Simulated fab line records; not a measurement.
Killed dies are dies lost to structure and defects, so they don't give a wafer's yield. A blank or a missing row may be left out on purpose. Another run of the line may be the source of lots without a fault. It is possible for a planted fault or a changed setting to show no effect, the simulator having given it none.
fab line records ; flow sfqLine
[record] lots = 6; wafers = 18; lastDay = 100
route steps=325 shown I2@107 M3@118 I3@133 M4@148 M8@325
lots that met no fault: taken from a fault-free run of the same line
startH: hours from the record's first day to the start of the lot's first wafer shown ; waitH: time in hours since the lot's previous step ; " unchanged from the row above ; L1.1+2: one row covering several wafers at once ; - either no value or no given start ; * or withheld: withheld ; < > ~ a bound
route shown NAME@n: NAME is a module with steps in the file, n the number in the route of the first one ; usual: mean/standard deviation of fault-free wafers ; same: alike in all rows ; chamber/n: place in a boat ; sites: readings site by site ; _std_site: how widely they spread, as a standard deviation ; _edge_site: outer sites' mean less inner sites' ; radiusMm: for every site, how far away it sits from the centre of the wafer ; mask NAME#n: copy n ; behind: the last tool/chamber to shape the wafer ; hold: the reason the lot was held/the length of the hold in hours/how it ended ; device: the transistor (n, p or np) that didn't switch ; end of line: the same wafers' tests at the end of the route ; a step with no rows: only its recipe ; killed: the dies lost at the first sort to structure and to defects; this is not the yield of the wafer ; map: per-die view of a wafer (x killed, . not killed, _ where there is no die)
set.NAME: setting as actually run; set.NAME@STEP: the setting as run at that earlier step ; model.NAME: the simulator's own value behind a step, which no gauge read
a table for each step, a row for each wafer; lots at some steps of the route
services: a tool's chamber out of use, with start hour (startH, from the record's first day; less than 0 if before it), hours out, and reason
[[steps]]
[step SFQ_TRILAYER_I2_VIA_LITHO_COAT_072]
[recipe] resist = BARC; spinRpm = 3000; resistThkNm = 62
[step SFQ_TRILAYER_I2_VIA_LITHO_COAT_067]
[recipe] resist = KrF; spinRpm = 3000; resistThkNm = 650
[step SFQ_TRILAYER_I2_VIA_LITHO_SOFTBAKE_071]
[recipe] tempC = withheld; timeS = withheld; resist = KrF
[step SFQ_TRILAYER_I2_VIA_LITHO_EXPOSE_068]
[recipe] maskId = I2; na = 0.6; sourceShape = conventional; sigmaOuter = 0.65; targetCdNm = 500; doseMj = 21.3
[step SFQ_TRILAYER_I2_VIA_LITHO_PEB_070]
[recipe] pebTempC = 115; pebTimeS = 60; resist = KrF
[step SFQ_TRILAYER_I2_VIA_LITHO_DEVELOP_069]
[recipe] timeS = 60; resist = KrF
[step SFQ_I2_OVL_MEAS_918]
[usual] I2_OVL = 0/5.4
lot.wafer;tool;chamber;startH;waitH;I2_OVL[nm]
L638.4;overlay-01;-;1037.49;0.1;1
L638.5;overlay-01;-;1037.49;0.1;3
L638.6;overlay-01;-;1037.49;0.1;4
L646.3;overlay-02;-;1147.12;0.1;7
L646.5;overlay-02;-;1147.12;0.1;10
L646.6;overlay-02;-;1147.12;0.1;0
L651.2;overlay-02;-;1192.84;0.1;5
L651.3;overlay-02;-;1192.84;0.1;2
L651.4;overlay-02;-;1192.84;0.1;1
L653.1;overlay-02;-;1203.63;0.1;7
L653.5;overlay-02;-;1203.63;0.1;2
L653.6;overlay-02;-;1203.63;0.1;3
L655.2;overlay-01;-;1212.04;0.1;-13
L655.3;overlay-01;-;1212.04;0.1;-1
L655.5;overlay-01;-;1212.04;0.1;-12
L658.1;overlay-02;-;1233.63;0.1;-3
L658.2;overlay-02;-;1233.63;0.1;0
L658.5;overlay-02;-;1233.63;0.1;-5
[step SFQ_TRILAYER_I2_VIA_BARC_OPEN_VIA_ETCH_096]
[recipe] maskMaterial = PR; chemistry = O2; targetDepthNm = 125; target = BARC; sourceW = 500; biasW = 80; pressureMtorr = 30; timeS = 41.7
[step SFQ_TRILAYER_I2_VIA_ETCH_VIA_ETCH_070]
[recipe] target = SiO2; stopOn = Nb; maskMaterial = PR; taperDeg = 20; chemistry = CHF3; targetDepthNm = 260; sourceW = 500; biasW = 80; pressureMtorr = 30; timeS = withheld
[usual] drypumpMotorCurrentA = 5.8/0.49; oesProductAu = 0.854/0.0058
lot.wafer;tool;chamber;startH;waitH;drypumpMotorCurrentA;oesProductAu
L638.4;rieDiel-03;3;1037.55;0.0;5.1;0.865
L638.5;rieDiel-03;0;1037.55;0.0;5.5;0.855
L638.6;rieDiel-03;1;1037.55;0.0;6.5;0.861
L646.3;rieDiel-02;1;1147.18;0.0;5.6;0.856
L646.5;rieDiel-02;3;1147.18;0.0;5.5;0.851
L646.6;rieDiel-02;1;1147.18;0.0;5.6;0.855
L651.2;rieDiel-02;1;1192.91;0.0;5.6;0.846
L651.3;rieDiel-02;0;1192.91;0.0;6.7;0.854
L651.4;rieDiel-02;3;1192.91;0.0;5.5;0.847
L653.1;rieDiel-02;1;1203.71;0.0;5.6;0.849
L653.5;rieDiel-02;3;1203.71;0.0;5.5;0.853
L653.6;rieDiel-02;2;1203.71;0.0;6.1;0.855
L655.2;rieDiel-02;1;1212.11;0.0;5.6;0.860
L655.3;rieDiel-02;2;1212.11;0.0;6.1;0.852
L655.5;rieDiel-02;0;1212.11;0.0;6.7;0.862
L658.1;rieDiel-02;2;1233.71;0.0;6.1;0.856
L658.2;rieDiel-02;3;1233.71;0.0;5.5;0.848
L658.5;rieDiel-02;2;1233.71;0.0;6.2;0.859
[step SFQ_TRILAYER_I2_VIA_STRIP_STRIP_071]
[recipe] gas = O2; powerW = 200; platenTempC = 40; overashFraction = 0.65; chemistry = O2; pressureMtorr = 50
[step SFQ_TRILAYER_I2_VIA_STRIP_SOLV_CLEAN_072]
[recipe] chemistry = NMP; tempC = 70; timeS = 600
[step SFQ_TRILAYER_M3_DEP_PRE_CLEAN_074]
[recipe] gas = Ar; timeS = 22.5; biasV = 250
[step SFQ_TRILAYER_M3_DEP_SPUTTER_073]
[recipe] material = Nb; basePressurePa = 1.33e-06; chamberPressurePa = 0.1333; substrateTempC = 20; resputterCathodeVoltageV = 400; targetThkNm = 200; powerW = 2000; timeS = 133.3
[usual] cathodeDcPowerW = 2000.0/0.37; throttleValvePct = 30.0/1.2
lot.wafer;tool;chamber;startH;waitH;cathodeDcPowerW;throttleValvePct;model.Nb_of_TRILAYER_M3_DEP_SPUTTER_073.thkNm
L638.4;pvdSputter-05;-;1039.06;0.0;1999.2;30.9;202.5
L638.5;pvdSputter-05;-;1039.06;0.0;2000.3;31.2;200.3
L638.6;pvdSputter-05;-;1039.06;0.0;2000.0;31.3;202.6
L646.3;pvdSputter-04;-;1148.10;0.0;1999.9;29.0;199.6
L646.5;pvdSputter-04;-;1148.10;0.0;1999.9;28.6;199.2
L646.6;pvdSputter-04;-;1148.10;0.0;1999.8;29.3;201.2
L651.2;pvdSputter-04;-;1193.82;0.0;1734.5;29.3;176.3
L651.3;pvdSputter-04;-;1193.82;0.0;1734.5;28.7;176.5
L651.4;pvdSputter-04;-;1193.82;0.0;1734.9;28.4;178
L653.1;pvdSputter-04;-;1204.62;0.0;1735.6;30.6;179.5
L653.5;pvdSputter-04;-;1204.62;0.0;1735.1;28.3;177.7
L653.6;pvdSputter-04;-;1204.62;0.0;1735.0;30.3;178.4
L655.2;pvdSputter-06;-;1213.22;0.0;2000.3;29.3;196.8
L655.3;pvdSputter-06;-;1213.22;0.0;1999.9;30.4;198.7
L655.5;pvdSputter-06;-;1213.22;0.0;2000.0;29.3;198.6
L658.1;pvdSputter-06;-;1234.64;0.0;1999.5;29.4;197.7
L658.2;pvdSputter-06;-;1234.64;0.0;2000.1;32.5;198.3
L658.5;pvdSputter-06;-;1234.64;0.0;1999.9;32.4;197.1
[step SFQ_M3_RS_MEAS_919]
[recipe] thkMeasGauge = four-point-probe; reads = Nb_of_TRILAYER_M3_DEP_SPUTTER_073
[usual] M3_NB_RS = 0.889/0.01
lot.wafer;tool;chamber;startH;waitH;hold;M3_NB_RS[ohm/sq]
L638.4;filmMetro-03;-;1039.21;0.1;-;0.882
L638.5;filmMetro-03;-;1039.21;0.1;-;0.889
L638.6;filmMetro-03;-;1039.21;0.1;-;0.879
L646.3;filmMetro-03;-;1148.23;0.1;-;0.893
L646.5;filmMetro-03;-;1148.23;0.1;-;0.894
L646.6;filmMetro-03;-;1148.23;0.1;-;0.884
L651.2;filmMetro-01;-;1193.93;0.1;awaitDispo/0.2h/release;1.011
L651.3;filmMetro-01;-;1193.93;0.1;awaitDispo/0.2h/release;1.010
L651.4;filmMetro-01;-;1193.93;0.1;awaitDispo/0.2h/release;1.002
L651.2;filmMetro-01;-;1194.22;0.3;-;1.013
L651.3;filmMetro-01;-;1194.22;0.3;-;1.009
L651.4;filmMetro-01;-;1194.22;0.3;-;1.001
L653.1;filmMetro-03;-;1204.71;0.0;awaitDispo/0.2h/release;0.994
L653.5;filmMetro-03;-;1204.71;0.0;awaitDispo/0.2h/release;1.002
L653.6;filmMetro-03;-;1204.71;0.0;awaitDispo/0.2h/release;1.000
L653.1;filmMetro-03;-;1205.00;0.3;-;0.993
L653.5;filmMetro-03;-;1205.00;0.3;-;1.004
L653.6;filmMetro-03;-;1205.00;0.3;-;1.001
L655.2;filmMetro-01;-;1213.33;0.1;-;0.903
L655.3;filmMetro-01;-;1213.33;0.1;-;0.893
L655.5;filmMetro-01;-;1213.33;0.1;-;0.895
L658.1;filmMetro-03;-;1234.73;0.0;-;0.901
L658.2;filmMetro-03;-;1234.73;0.0;-;0.898
L658.5;filmMetro-03;-;1234.73;0.0;-;0.903
[step SFQ_TRILAYER_M3_LITHO_COAT_075]
[recipe] resist = KrF; spinRpm = 3000; resistThkNm = 600
[step SFQ_TRILAYER_M3_LITHO_SOFTBAKE_079]
[recipe] tempC = withheld; timeS = withheld; resist = KrF
[step SFQ_TRILAYER_M3_LITHO_EXPOSE_076]
[recipe] maskId = M3; na = 0.6; sourceShape = conventional; sigmaOuter = 0.65; targetCdNm = 500; doseMj = 14.4
[step SFQ_TRILAYER_M3_LITHO_PEB_078]
[recipe] pebTempC = 115; pebTimeS = 60; resist = KrF
[step SFQ_TRILAYER_M3_LITHO_DEVELOP_077]
[recipe] timeS = 60; resist = KrF
[step SFQ_M3_OVL_MEAS_921]
[usual] M3_OVL = 1/5.9
lot.wafer;tool;chamber;startH;waitH;M3_OVL[nm]
L638.4;overlay-02;-;1041.60;0.1;6
L638.5;overlay-02;-;1041.60;0.1;1
L638.6;overlay-02;-;1041.60;0.1;3
L646.3;overlay-02;-;1150.82;0.1;-1
L646.5;overlay-02;-;1150.82;0.1;4
L646.6;overlay-02;-;1150.82;0.1;10
L651.2;overlay-01;-;1204.99;0.1;0
L651.3;overlay-01;-;1204.99;0.1;5
L651.4;overlay-01;-;1204.99;0.1;-2
L653.1;overlay-02;-;1213.53;0.1;3
L653.5;overlay-02;-;1213.53;0.1;5
L653.6;overlay-02;-;1213.53;0.1;-2
L655.2;overlay-02;-;1219.36;0.1;6
L655.3;overlay-02;-;1219.36;0.1;-3
L655.5;overlay-02;-;1219.36;0.1;1
L658.1;overlay-02;-;1237.16;0.1;13
L658.2;overlay-02;-;1237.16;0.1;6
L658.5;overlay-02;-;1237.16;0.1;8
[step SFQ_TRILAYER_M3_BARC_OPEN_METAL_ETCH_100]
[recipe] maskMaterial = PR; chemistry = O2; targetDepthNm = 125; target = BARC; icpW = 600; biasW = 80; pressureMtorr = 10; timeS = 41.7
[step SFQ_TRILAYER_M3_ETCH_METAL_ETCH_078]
[recipe] target = Nb; stopOn = SiO2; maskMaterial = PR; chemistry = Cl2/Ar; targetDepthNm = 240; icpW = 600; biasW = 80; pressureMtorr = 10; timeS = 120
[usual] drypumpMotorCurrentA = 5.9/0.45; oesProductAu = 0.895/0.007
lot.wafer;tool;chamber;startH;waitH;drypumpMotorCurrentA;oesProductAu;rfHoursCounterH
L638.4;rieMetal-03;0;1041.86;0.2;6.0;0.895;-
L638.5;rieMetal-03;0;1041.86;0.2;6.0;0.892;-
L638.6;rieMetal-03;0;1041.86;0.2;6.0;0.914;-
L646.3;rieMetal-02;1;1150.94;0.1;6.3;0.885;-
L646.5;rieMetal-02;0;1150.94;0.1;5.6;0.893;-
L646.6;rieMetal-02;1;1150.94;0.1;6.4;0.903;-
L651.2;rieMetal-03;0;1205.08;0.0;6.0;0.833;102
L651.3;rieMetal-03;1;1205.08;0.0;5.3;0.837;-
L651.4;rieMetal-03;0;1205.08;0.0;6.0;0.835;-
L653.1;rieMetal-04;0;1214.11;0.0;6.7;0.832;80
L653.5;rieMetal-04;1;1214.11;0.0;6.1;0.832;-
L653.6;rieMetal-04;0;1214.11;0.0;6.7;0.839;-
L655.2;rieMetal-04;1;1219.45;0.0;6.1;0.890;110
L655.3;rieMetal-04;1;1219.45;0.0;6.1;0.895;-
L655.5;rieMetal-04;1;1219.45;0.0;6.1;0.884;-
L658.1;rieMetal-02;0;1237.26;0.0;5.6;0.891;50
L658.2;rieMetal-02;1;1237.26;0.0;6.3;0.889;85
L658.5;rieMetal-02;1;1237.26;0.0;6.3;0.888;-
[step SFQ_TRILAYER_M3_STRIP_STRIP_079]
[recipe] gas = O2; powerW = 200; platenTempC = 40; overashFraction = 0.65; chemistry = O2; pressureMtorr = 50
[step SFQ_TRILAYER_M3_STRIP_SOLV_CLEAN_080]
[recipe] chemistry = NMP; tempC = 70; timeS = 600
[step SFQ_TRILAYER_I3_DEP_PECVD_081]
[recipe] material = SiO2; tempC = 150; timeS = 111.11; pressureTorr = 2.4; rfW = 183.3; precursor = SiH4/N2O; targetThkNm = 500
[usual] heaterPowerW = 83/14; susceptorTempC = 150.01/0.15; throttleValvePct = 24.4/1.3
lot.wafer;tool;chamber;startH;waitH;heaterPowerW;susceptorTempC;throttleValvePct
L638.4;pecvd-04;1;1043.40;0.0;68;149.93;23.3
L638.5;pecvd-04;0;1043.40;0.0;94;150.15;22.9
L638.6;pecvd-04;2;1043.40;0.0;87;149.91;21.8
L646.3;pecvd-01;0;1151.80;0.0;95;149.88;26.1
L646.5;pecvd-01;2;1151.80;0.0;83;150.13;25.6
L646.6;pecvd-01;1;1151.80;0.0;89;150.06;25.4
L651.2;pecvd-01;2;1205.99;0.0;86;149.71;25.6
L651.3;pecvd-01;1;1205.99;0.0;92;150.01;25.8
L651.4;pecvd-01;0;1205.99;0.0;99;150.12;26.2
L653.1;pecvd-02;1;1216.00;0.0;62;150.00;23.5
L653.5;pecvd-02;1;1216.00;0.0;64;150.09;23.1
L653.6;pecvd-02;2;1216.00;0.0;97;149.95;23.9
L655.2;pecvd-01;2;1220.52;0.0;80;150.30;25.6
L655.3;pecvd-01;1;1220.52;0.0;75;150.08;25.7
L655.5;pecvd-01;0;1220.52;0.0;104;149.64;26.3
L658.1;pecvd-04;2;1238.16;0.0;89;149.91;22.1
L658.2;pecvd-04;1;1238.16;0.0;65;150.20;23.7
L658.5;pecvd-04;0;1238.16;0.0;99;149.91;23.2
[step SFQ_TRILAYER_I3_CMP_CMP_082]
[recipe] material = SiO2; downForcePsi = 3; platenRpm = 60; padVelocityMS = 0.94248
[usual] motorCurrentA = 10.5/0.72; platenRpm = 60.01/0.042; slurryFilterDpKPa = 13.50/0.13; timeToEndpointS = 215/8.2
lot.wafer;tool;chamber;startH;waitH;motorCurrentA;platenRpm;slurryFilterDpKPa;timeToEndpointS
L638.4;cmp-02;0;1044.94;1.5;10.9;59.99;13.41;213
L638.6;cmp-02;1;1044.94;1.5;10.6;60.00;13.77;209
L638.5;cmp-02;2;1044.94;1.5;9.8;60.03;13.65;214
L646.3;cmp-01;3;1152.38;0.5;10.4;60.08;13.45;204
L646.6;cmp-01;2;1153.88;2.0;9.6;59.91;13.52;210
L646.5;cmp-01;3;1153.88;2.0;10.3;60.02;13.53;200
L651.2;cmp-01;1;1208.31;2.3;11.1;59.98;13.59;200
L651.3;cmp-01;2;1208.31;2.3;9.6;60.06;13.50;204
L651.4;cmp-01;3;1208.31;2.3;10.2;60.02;13.70;211
L653.1;cmp-02;2;1217.28;1.2;10.2;60.07;13.61;208
L653.5;cmp-02;2;1219.28;3.2;10.6;59.99;13.47;218
L653.6;cmp-02;3;1219.28;3.2;11.1;60.00;13.49;221
L655.3;cmp-02;3;1226.78;6.2;11.6;60.04;13.60;213
L655.2;cmp-02;0;1226.78;6.2;10.9;60.07;13.54;216
L655.5;cmp-02;2;1228.28;7.7;10.1;60.03;13.57;229
L658.1;cmp-02;0;1240.79;2.6;10.1;60.10;13.61;228
L658.2;cmp-02;1;1240.79;2.6;10.4;60.00;13.33;217
L658.5;cmp-02;3;1242.29;4.1;11.4;60.00;13.75;235
[step SFQ_I3_BOW_MEAS_922]
[recipe] mode = bow
[usual] I3_BOW = 3/9.3
lot.wafer;tool;chamber;startH;waitH;I3_BOW[um]
L638.4;filmMetro-03;-;1046.50;1.1;-4
L638.5;filmMetro-03;-;1046.50;1.1;10
L638.6;filmMetro-03;-;1046.50;1.1;6
L646.3;filmMetro-04;-;1154.92;2.0;19
L646.5;filmMetro-04;-;1154.92;2.0;-10
L646.6;filmMetro-04;-;1154.92;2.0;6
L651.2;filmMetro-04;-;1211.44;2.6;14
L651.3;filmMetro-04;-;1211.44;2.6;4
L651.4;filmMetro-04;-;1211.44;2.6;-6
L653.1;filmMetro-03;-;1220.28;2.5;0
L653.5;filmMetro-03;-;1220.28;2.5;-8
L653.6;filmMetro-03;-;1220.28;2.5;-3
L655.2;filmMetro-04;-;1229.30;1.5;1
L655.3;filmMetro-04;-;1229.30;1.5;8
L655.5;filmMetro-04;-;1229.30;1.5;8
L658.1;filmMetro-04;-;1243.29;2.0;-18
L658.2;filmMetro-04;-;1243.29;2.0;-15
L658.5;filmMetro-04;-;1243.29;2.0;-1
[step SFQ_TRILAYER_I3_METRO_MEASURE_083]
[step SFQ_TRILAYER_I3_VIA_LITHO_COAT_090]
[recipe] resist = BARC; spinRpm = 3000; resistThkNm = 62
[step SFQ_TRILAYER_I3_VIA_LITHO_COAT_085]
[recipe] resist = KrF; spinRpm = 3000; resistThkNm = 650
[step SFQ_TRILAYER_I3_VIA_LITHO_SOFTBAKE_089]
[recipe] tempC = withheld; timeS = withheld; resist = KrF
[step SFQ_TRILAYER_I3_VIA_LITHO_EXPOSE_086]
[recipe] maskId = I3; na = 0.6; sourceShape = conventional; sigmaOuter = 0.65; targetCdNm = 500; doseMj = 21.3
[step SFQ_TRILAYER_I3_VIA_LITHO_PEB_088]
[recipe] pebTempC = 115; pebTimeS = 60; resist = KrF
[step SFQ_TRILAYER_I3_VIA_LITHO_DEVELOP_087]
[recipe] timeS = 60; resist = KrF
[step SFQ_I3_OVL_MEAS_923]
[usual] I3_OVL = -1/5.5
lot.wafer;tool;chamber;startH;waitH;I3_OVL[nm]
L638.4;overlay-01;-;1194.05;0.1;0
L638.5;overlay-01;-;1194.05;0.1;-1
L638.6;overlay-01;-;1194.05;0.1;2
L646.3;overlay-01;-;1302.29;0.1;-4
L646.5;overlay-01;-;1302.29;0.1;2
L646.6;overlay-01;-;1302.29;0.1;-3
L651.2;overlay-02;-;1345.48;0.1;0
L651.3;overlay-02;-;1345.48;0.1;0
L651.4;overlay-02;-;1345.48;0.1;2
L653.1;overlay-01;-;1361.08;0.1;4
L653.5;overlay-01;-;1361.08;0.1;0
L653.6;overlay-01;-;1361.08;0.1;2
L655.2;overlay-01;-;1374.28;0.1;6
L655.3;overlay-01;-;1374.28;0.1;-1
L655.5;overlay-01;-;1374.28;0.1;10
L658.1;overlay-01;-;1386.28;0.1;8
L658.2;overlay-01;-;1386.28;0.1;0
L658.5;overlay-01;-;1386.28;0.1;-1
[step SFQ_TRILAYER_I3_VIA_BARC_OPEN_VIA_ETCH_121]
[recipe] maskMaterial = PR; chemistry = O2; targetDepthNm = 125; target = BARC; sourceW = 500; biasW = 80; pressureMtorr = 30; timeS = 41.7
[usual] drypumpMotorCurrentA = 5.8/0.44; oesProductAu = 0.685/0.0048
lot.wafer;tool;chamber;startH;waitH;drypumpMotorCurrentA;oesProductAu;rfHoursCounterH
L638.4;rieDiel-04;2;1194.07;0.0;5.6;0.676;15
L638.5;rieDiel-04;1;1194.07;0.0;6.0;0.688;-
L638.6;rieDiel-04;2;1194.07;0.0;5.6;0.693;-
L646.3;rieDiel-03;3;1302.31;0.0;5.1;0.680;7
L646.5;rieDiel-03;2;1302.31;0.0;5.5;0.688;-
L646.6;rieDiel-03;1;1302.31;0.0;6.5;0.681;-
L651.2;rieDiel-04;2;1345.51;0.0;5.6;0.690;17
L651.3;rieDiel-04;3;1345.51;0.0;5.7;0.685;8
L651.4;rieDiel-04;1;1345.51;0.0;6.0;0.682;9
L653.1;rieDiel-02;0;1361.11;0.0;6.7;0.678;9
L653.5;rieDiel-02;3;1361.11;0.0;5.5;0.679;-
L653.6;rieDiel-02;2;1361.11;0.0;6.1;0.683;-
L655.2;rieDiel-03;2;1374.31;0.0;5.5;0.678;10
L655.3;rieDiel-03;3;1374.31;0.0;5.1;0.687;9
L655.5;rieDiel-03;3;1374.31;0.0;5.1;0.684;-
L658.1;rieDiel-04;1;1386.31;0.0;6.0;0.677;10
L658.2;rieDiel-04;0;1386.31;0.0;6.2;0.692;17
L658.5;rieDiel-04;1;1386.31;0.0;6.1;0.689;-
[step SFQ_TRILAYER_I3_VIA_ETCH_VIA_ETCH_088]
[recipe] target = SiO2; stopOn = Nb; maskMaterial = PR; taperDeg = 20; chemistry = CHF3; targetDepthNm = 260; sourceW = 500; biasW = 80; pressureMtorr = 30; timeS = withheld
[usual] drypumpMotorCurrentA = 5.8/0.44; oesProductAu = 0.854/0.0056
lot.wafer;tool;chamber;startH;waitH;drypumpMotorCurrentA;oesProductAu
L638.4;rieDiel-04;2;1194.11;0.0;5.6;0.840
L638.5;rieDiel-04;1;1194.11;0.0;6.0;0.850
L638.6;rieDiel-04;2;1194.11;0.0;5.6;0.856
L646.3;rieDiel-03;3;1302.35;0.0;5.1;0.852
L646.5;rieDiel-03;2;1302.35;0.0;5.5;0.853
L646.6;rieDiel-03;1;1302.35;0.0;6.5;0.851
L651.2;rieDiel-04;2;1345.55;0.0;5.6;0.855
L651.3;rieDiel-04;3;1345.55;0.0;5.7;0.858
L651.4;rieDiel-04;1;1345.55;0.0;6.0;0.847
L653.1;rieDiel-02;0;1361.15;0.0;6.6;0.845
L653.5;rieDiel-02;3;1361.15;0.0;5.5;0.849
L653.6;rieDiel-02;2;1361.15;0.0;6.1;0.857
L655.2;rieDiel-03;2;1374.35;0.0;5.4;0.853
L655.3;rieDiel-03;3;1374.35;0.0;5.1;0.860
L655.5;rieDiel-03;3;1374.35;0.0;5.1;0.859
L658.1;rieDiel-04;1;1386.35;0.0;6.0;0.859
L658.2;rieDiel-04;0;1386.35;0.0;6.2;0.852
L658.5;rieDiel-04;1;1386.35;0.0;6.0;0.852
[step SFQ_TRILAYER_I3_VIA_STRIP_STRIP_089]
[recipe] gas = O2; powerW = 200; platenTempC = 40; overashFraction = 0.65; chemistry = O2; pressureMtorr = 50
[step SFQ_TRILAYER_I3_VIA_STRIP_SOLV_CLEAN_090]
[recipe] chemistry = NMP; tempC = 70; timeS = 600
[step SFQ_TRILAYER_M4_DEP_PRE_CLEAN_092]
[recipe] gas = Ar; timeS = 22.5; biasV = 250
[step SFQ_M8_BOW_MEAS_951]
[recipe] mode = bow
[usual] M8_BOW = 11/11
lot.wafer;tool;chamber;startH;waitH;M8_BOW[um];model.etest.m3.ohmUm;model.etest.i2.linkOhm;model.etest.m3.ohmSq;model.etest.i3.linkOhm
L638.4;filmMetro-01;-;2034.70;0.1;-1;1.769;1.953;0.8791;1.958
L638.5;filmMetro-01;-;2034.70;0.1;13;1.786;1.96;0.8886;1.98
L638.6;filmMetro-01;-;2034.70;0.1;9;1.76;1.952;0.8787;1.962
L646.3;filmMetro-02;-;2139.43;0.0;15;1.783;1.963;0.892;1.966
L646.5;filmMetro-02;-;2139.43;0.0;-13;1.79;1.951;0.8935;1.981
L646.6;filmMetro-02;-;2139.43;0.0;2;1.769;1.958;0.885;1.953
L651.2;filmMetro-01;-;2282.94;0.0;26;2.031;2.111;1.01;2.093
L651.3;filmMetro-01;-;2282.94;0.0;15;2.015;2.104;1.008;2.093
L651.4;filmMetro-01;-;2282.94;0.0;6;2.014;2.097;0.9998;2.082
L653.1;filmMetro-01;-;2303.00;0.0;10;1.984;2.1;0.9919;2.075
L653.5;filmMetro-01;-;2303.00;0.0;4;2.01;2.099;1.002;2.103
L653.6;filmMetro-01;-;2303.00;0.0;8;1.992;2.107;0.9979;2.078
L655.2;filmMetro-03;-;2307.80;0.0;27;1.803;1.984;0.9045;1.972
L655.3;filmMetro-03;-;2307.80;0.0;33;1.793;1.97;0.896;1.957
L655.5;filmMetro-03;-;2307.80;0.0;32;1.79;1.974;0.8963;1.971
L658.1;filmMetro-03;-;2402.01;0.0;-10;1.807;2.001;0.9003;1.98
L658.2;filmMetro-03;-;2402.01;0.0;-6;1.8;2.002;0.8976;1.984
L658.5;filmMetro-03;-;2402.01;0.0;8;1.807;2.005;0.903;1.996
[[services]]
tool;chamber;startH;hours;kind
rieDiel-02;2;1024.94;3.3;repair
cmp-02;-;1055.29;0.4;repair
rieDiel-02;2;1062.31;3.4;repair
cmp-02;-;1064.85;3.3;pm
rieDiel-03;2;1099.24;8.4;repair
rieDiel-04;-;1102.95;0.5;repair
cmp-02;-;1103.49;1.5;repair
cmp-02;-;1113.84;0.3;repair
rieDiel-02;2;1136.85;11.0;repair
cmp-02;-;1148.58;1.0;repair
cmp-02;-;1153.76;0.6;repair
cmp-02;-;1179.80;6.4;repair
cmp-02;-;1195.62;11.4;pm
rieDiel-03;0;1198.97;5.4;repair
rieDiel-03;0;1207.74;8.6;repair
cmp-02;-;1208.89;2.4;repair
rieDiel-04;-;1265.31;2.8;pm
rieDiel-04;0;1280.78;8.5;repair
rieDiel-04;-;1284.24;0.2;repair
rieDiel-04;0;1303.30;9.1;repair
rieDiel-03;-;1329.03;14.6;pm
rieDiel-04;3;1347.05;4.1;repair
rieDiel-02;-;1350.96;2.8;pm
rieDiel-03;1;1357.14;23.4;repair
[[key]]
[firstSign] step = SFQ_TRILAYER_M3_DEP_SPUTTER_073; reading = cathodeDcPowerW; direction = down; sigmas = 99+; usual = 2000.0; struck = 1734.9
[effect] step = SFQ_M3_RS_MEAS_919; reading = visit; direction = added
[effect] step = SFQ_M3_RS_MEAS_919; reading = M3_NB_RS; direction = up; sigmas = 11; usual = 0.889; struck = 1.003
[effect] step = SFQ_TRILAYER_M3_ETCH_METAL_ETCH_078; reading = oesProductAu; direction = down; sigmas = 8.6; usual = 0.895; struck = 0.835
[modelEffect] step = SFQ_TRILAYER_M3_DEP_SPUTTER_073; value = Nb_of_TRILAYER_M3_DEP_SPUTTER_073.thkNm; without = 204.2; struck = 177.7
[modelEffect] step = SFQ_M8_BOW_MEAS_951; value = etest.m3.ohmUm; without = 1.747; struck = 2.008
metAt SFQ_TRILAYER_M3_DEP_SPUTTER_073
struckWafers L651.2,L651.3,L651.4,L653.1,L653.5,L653.6
onsetBetween 1148.10 1193.82
[fault] kind = processParameterDrift; tool = pvdSputter-04; chamber = -; onsetH = 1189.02; steps = SFQ_TRILAYER_M3_DEP_SPUTTER_073; channel = powerW; offset = -265.12; shape = step; endH = 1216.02; actsIn = theseRecipesOnly; stated = 2000
